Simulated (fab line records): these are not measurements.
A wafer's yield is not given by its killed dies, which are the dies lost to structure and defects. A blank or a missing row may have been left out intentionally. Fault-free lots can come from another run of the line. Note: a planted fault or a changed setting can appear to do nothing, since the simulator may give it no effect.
Which of the tools did it? || flow gf180mcu || 13 lots, 39 wafers sampled, at 5 steps of a route of 602

== WHAT EACH GAUGE READ, for each wafer ==
GF_V4_THK_MEAS_03. Usual: V4_CVD_02_THK 844 nm, standard deviation 9.8.
{"lot": "L476", "measured": "day 23 18:24", "on": "film metro-04", "V4_CVD_02_THK (nm)": "829 850 841", "flag": ""}
{"lot": "L479", "measured": "day 25 04:52", "on": "film metro-03", "V4_CVD_02_THK (nm)": "831 855 844", "flag": ""}
{"lot": "L478", "measured": "day 25 10:59", "on": "film metro-03", "V4_CVD_02_THK (nm)": "844 858 860", "flag": ""}
{"lot": "L481", "measured": "day 25 21:04", "on": "film metro-01", "V4_CVD_02_THK (nm)": "843 835 847", "flag": ""}
{"lot": "L482", "measured": "day 26 11:58", "on": "film metro-04", "V4_CVD_02_THK (nm)": "841 822 843", "flag": ""}
{"lot": "L483", "measured": "day 27 07:43", "on": "film metro-04", "V4_CVD_02_THK (nm)": "835 841 853", "flag": ""}
{"lot": "L487", "measured": "day 27 14:52", "on": "film metro-04", "V4_CVD_02_THK (nm)": "834 844 846", "flag": ""}
{"lot": "L491", "measured": "day 28 23:13", "on": "film metro-04", "V4_CVD_02_THK (nm)": "829 827 836", "flag": ""}
{"lot": "L492", "measured": "day 29 09:23", "on": "film metro-04", "V4_CVD_02_THK (nm)": "829 840 836", "flag": ""}
{"lot": "L496", "measured": "day 30 08:43", "on": "film metro-04", "V4_CVD_02_THK (nm)": "862 847 860", "flag": ""}
{"lot": "L497", "measured": "day 30 16:25", "on": "film metro-03", "V4_CVD_02_THK (nm)": "835 853 857", "flag": ""}
{"lot": "L498", "measured": "day 30 22:40", "on": "film metro-01", "V4_CVD_02_THK (nm)": "839 852 847", "flag": ""}
{"lot": "L499", "measured": "day 31 03:23", "on": "film metro-01", "V4_CVD_02_THK (nm)": "839 841 856", "flag": ""}

GF_V5_THK_MEAS_01. Usual: V5_CVD_00_THK 300 nm, standard deviation 3.1.
{"lot": "L476", "measured": "day 26 16:14", "on": "film metro-02", "V5_CVD_00_THK (nm)": "296 299 302", "flag": ""}
{"lot": "L479", "measured": "day 28 00:40", "on": "film metro-01", "V5_CVD_00_THK (nm)": "297 296 295", "flag": ""}
{"lot": "L478", "measured": "day 28 07:22", "on": "film metro-01", "V5_CVD_00_THK (nm)": "298 297 300", "flag": ""}
{"lot": "L481", "measured": "day 28 16:05", "on": "film metro-03", "V5_CVD_00_THK (nm)": "298 304 299", "flag": ""}
{"lot": "L482", "measured": "day 29 06:07", "on": "film metro-01", "V5_CVD_00_THK (nm)": "304 302 302", "flag": ""}
{"lot": "L483", "measured": "day 29 22:29", "on": "film metro-03", "V5_CVD_00_THK (nm)": "299 299 298", "flag": ""}
{"lot": "L487", "measured": "day 30 06:41", "on": "film metro-02", "V5_CVD_00_THK (nm)": "294 294 294", "flag": ""}
{"lot": "L491", "measured": "day 31 11:34", "on": "film metro-02", "V5_CVD_00_THK (nm)": "294 300 300", "flag": ""}
{"lot": "L492", "measured": "day 31 21:20", "on": "film metro-01", "V5_CVD_00_THK (nm)": "299 301 300", "flag": ""}
{"lot": "L496", "measured": "day 32 18:49", "on": "film metro-01", "V5_CVD_00_THK (nm)": "305 300 303", "flag": ""}
{"lot": "L497", "measured": "day 33 00:28", "on": "film metro-02", "V5_CVD_00_THK (nm)": "298 301 302", "flag": ""}
{"lot": "L498", "measured": "day 33 05:57", "on": "film metro-02", "V5_CVD_00_THK (nm)": "304 305 304", "flag": ""}
{"lot": "L499", "measured": "day 33 11:22", "on": "film metro-02", "V5_CVD_00_THK (nm)": "299 297 299", "flag": ""}

GF_V5_THK_MEAS_03. Usual: V5_CVD_02_THK 1451 nm, standard deviation 19.
{"lot": "L476", "measured": "day 26 16:24", "on": "film metro-01", "V5_CVD_02_THK (nm)": "1457 1468 1467", "flag": ""}
{"lot": "L479", "measured": "day 28 00:49", "on": "film metro-02", "V5_CVD_02_THK (nm)": "1426 1452 1451", "flag": ""}
{"lot": "L478", "measured": "day 28 07:32", "on": "film metro-02", "V5_CVD_02_THK (nm)": "1434 1452 1465", "flag": ""}
{"lot": "L481", "measured": "day 28 16:15", "on": "film metro-02", "V5_CVD_02_THK (nm)": "1440 1441 1463", "flag": ""}
{"lot": "L482", "measured": "day 29 06:17", "on": "film metro-01", "V5_CVD_02_THK (nm)": "1421 1439 1468", "flag": ""}
{"lot": "L483", "measured": "day 29 22:39", "on": "film metro-02", "V5_CVD_02_THK (nm)": "1433 1429 1437", "flag": ""}
{"lot": "L487", "measured": "day 30 06:51", "on": "film metro-03", "V5_CVD_02_THK (nm)": "1410 1421 1445", "flag": ""}
{"lot": "L491", "measured": "day 31 11:44", "on": "film metro-03", "V5_CVD_02_THK (nm)": "1441 1363 1467", "flag": ""}
{"lot": "L492", "measured": "day 31 21:30", "on": "film metro-02", "V5_CVD_02_THK (nm)": "1434 1340 1414", "flag": ""}
{"lot": "L496", "measured": "day 32 18:59", "on": "film metro-01", "V5_CVD_02_THK (nm)": "1455 1461 1478", "flag": ""}
{"lot": "L497", "measured": "day 33 00:38", "on": "film metro-01", "V5_CVD_02_THK (nm)": "1450 1448 1454", "flag": ""}
{"lot": "L498", "measured": "day 33 06:07", "on": "film metro-01", "V5_CVD_02_THK (nm)": "1477 1508 1496", "flag": ""}
{"lot": "L499", "measured": "day 33 11:34", "on": "film metro-02", "V5_CVD_02_THK (nm)": "1460 1437 1451", "flag": ""}

== TOOL THAT RAN EACH LOT (tool first, then ch and the chambers of the sampled wafers, then the start) ==
{"lot": "L476", "GF_V4_SPUTTER_22": "pvd sputter-04, day 24 18:22", "GF_V5_CVD_02": "pecvd-03 ch 0,1,2, day 26 16:17"}
{"lot": "L479", "GF_V4_SPUTTER_22": "pvd sputter-02, day 26 04:16", "GF_V5_CVD_02": "pecvd-02 ch 0,1, day 28 00:43"}
{"lot": "L478", "GF_V4_SPUTTER_22": "pvd sputter-02, day 26 10:41", "GF_V5_CVD_02": "pecvd-04 ch 0,2, day 28 07:26"}
{"lot": "L481", "GF_V4_SPUTTER_22": "pvd sputter-01, day 26 20:44", "GF_V5_CVD_02": "pecvd-02 ch 0,2, day 28 16:09"}
{"lot": "L482", "GF_V4_SPUTTER_22": "pvd sputter-01, day 27 10:32", "GF_V5_CVD_02": "pecvd-03 ch 0,1, day 29 06:11"}
{"lot": "L483", "GF_V4_SPUTTER_22": "pvd sputter-02, day 28 05:52", "GF_V5_CVD_02": "pecvd-04 ch 1,2, day 29 22:33"}
{"lot": "L487", "GF_V4_SPUTTER_22": "pvd sputter-01, day 28 13:04", "GF_V5_CVD_02": "pecvd-04 ch 1,2, day 30 06:45"}
{"lot": "L491", "GF_V4_SPUTTER_22": "pvd sputter-04, day 29 19:54", "GF_V5_CVD_02": "pecvd-04 ch 0,1,2, day 31 11:38"}
{"lot": "L492", "GF_V4_SPUTTER_22": "pvd sputter-02, day 30 06:05", "GF_V5_CVD_02": "pecvd-04 ch 0,1,2, day 31 21:23"}
{"lot": "L496", "GF_V4_SPUTTER_22": "pvd sputter-01, day 31 04:53", "GF_V5_CVD_02": "pecvd-02 ch 0,2, day 32 18:53"}
{"lot": "L497", "GF_V4_SPUTTER_22": "pvd sputter-02, day 31 11:59", "GF_V5_CVD_02": "pecvd-02 ch 0,1,2, day 33 00:31"}
{"lot": "L498", "GF_V4_SPUTTER_22": "pvd sputter-04, day 31 17:27", "GF_V5_CVD_02": "pecvd-03 ch 1,2, day 33 05:59"}
{"lot": "L499", "GF_V4_SPUTTER_22": "pvd sputter-01, day 31 22:53", "GF_V5_CVD_02": "pecvd-02 ch 0,1,2, day 33 11:25"}
- GF_V4_SPUTTER_22: material TiN, target thk 10 nm, time 40 s.
- GF_V5_CVD_02: deposits SiO2 from TEOS, target thk 1450 nm, time 163.28 s.

== WHAT THE TOOLS THEMSELVES READ (means of the sampled wafers that have a number; where no wafer has one, the mark that the record gives instead) ==
GF_V4_SPUTTER_22. Usual: throttle valve pct 30.0 %, standard deviation 0.81.
{"lot": "L476", "tool": "pvd sputter-04", "throttle valve pct (%)": 30.8, "flag": ""}
{"lot": "L479", "tool": "pvd sputter-02", "throttle valve pct (%)": 29.8, "flag": ""}
{"lot": "L478", "tool": "pvd sputter-02", "throttle valve pct (%)": 29.8, "flag": ""}
{"lot": "L481", "tool": "pvd sputter-01", "throttle valve pct (%)": 29.0, "flag": ""}
{"lot": "L482", "tool": "pvd sputter-01", "throttle valve pct (%)": 29.5, "flag": ""}
{"lot": "L483", "tool": "pvd sputter-02", "throttle valve pct (%)": 30.5, "flag": ""}
{"lot": "L487", "tool": "pvd sputter-01", "throttle valve pct (%)": 29.6, "flag": ""}
{"lot": "L491", "tool": "pvd sputter-04", "throttle valve pct (%)": 29.6, "flag": ""}
{"lot": "L492", "tool": "pvd sputter-02", "throttle valve pct (%)": 30.7, "flag": ""}
{"lot": "L496", "tool": "pvd sputter-01", "throttle valve pct (%)": 29.6, "flag": ""}
{"lot": "L497", "tool": "pvd sputter-02", "throttle valve pct (%)": 30.4, "flag": ""}
{"lot": "L498", "tool": "pvd sputter-04", "throttle valve pct (%)": 29.9, "flag": ""}
{"lot": "L499", "tool": "pvd sputter-01", "throttle valve pct (%)": 29.3, "flag": ""}

GF_V5_CVD_02. Usual: heater power w 696 W, standard deviation 96; rf fwd power W 597.6 W, standard deviation 1.9.
{"lot": "L476", "tool": "pecvd-03", "heater power w (W)": 761, "rf fwd power W (W)": 595.7, "flag": ""}
{"lot": "L479", "tool": "pecvd-02", "heater power w (W)": 638, "rf fwd power W (W)": 597.9, "flag": ""}
{"lot": "L478", "tool": "pecvd-04", "heater power w (W)": 693, "rf fwd power W (W)": 597.2, "flag": ""}
{"lot": "L481", "tool": "pecvd-02", "heater power w (W)": 621, "rf fwd power W (W)": 595.6, "flag": ""}
{"lot": "L482", "tool": "pecvd-03", "heater power w (W)": 754, "rf fwd power W (W)": 598.4, "flag": ""}
{"lot": "L483", "tool": "pecvd-04", "heater power w (W)": 760, "rf fwd power W (W)": 597.1, "flag": ""}
{"lot": "L487", "tool": "pecvd-04", "heater power w (W)": 730, "rf fwd power W (W)": 598.2, "flag": ""}
{"lot": "L491", "tool": "pecvd-04", "heater power w (W)": 749, "rf fwd power W (W)": 565.3, "flag": "OFF"}
{"lot": "L492", "tool": "pecvd-04", "heater power w (W)": 741, "rf fwd power W (W)": 566.1, "flag": "OFF"}
{"lot": "L496", "tool": "pecvd-02", "heater power w (W)": 640, "rf fwd power W (W)": 596.9, "flag": ""}
{"lot": "L497", "tool": "pecvd-02", "heater power w (W)": 663, "rf fwd power W (W)": 596.5, "flag": ""}
{"lot": "L498", "tool": "pecvd-03", "heater power w (W)": 694, "rf fwd power W (W)": 597.2, "flag": ""}
{"lot": "L499", "tool": "pecvd-02", "heater power w (W)": 665, "rf fwd power W (W)": 599.6, "flag": ""}

== THE ANSWER, worked out from the rows above alone ==
Rule: lot off if the mean of its wafers having a number is beyond 3 standard deviations from the usual mean. A lot without any number at a reading at which 4 lots or more have one is off too. Any other lot the step has rows for is counted as sound. Order of review: gauges by route order, followed by the tools' own readings, for which a lot's mean as printed above is used. At the first step where some lot is off, the reading lying furthest off is the one used; lots without a number count as furthest.
Off: L491, L492 (GF_V5_CVD_02, rf fwd power W).
A tool fits if, at that step or a process step before it, it ran every lot that is off, and no sound lot after the first of them. One candidate fits, namely pecvd-04 at GF_V5_CVD_02. A fault onset in the window from L487 (day 30 06:45, its last sound lot) to L491 (day 31 11:38, its first lot off) fits.
On the lots that are off, the tool's own readings at GF_V5_CVD_02 differ by more than 5 times the standard deviation of the sound lots' means, which bears it out; rf fwd power W reads 565.7 W there versus 597.3 W on the sound lots.

== WHAT THE SIMULATOR HAD INSERTED ==
pecvd-04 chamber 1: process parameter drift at GF_V5_CVD_02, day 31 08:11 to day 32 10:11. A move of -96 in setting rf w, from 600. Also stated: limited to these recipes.
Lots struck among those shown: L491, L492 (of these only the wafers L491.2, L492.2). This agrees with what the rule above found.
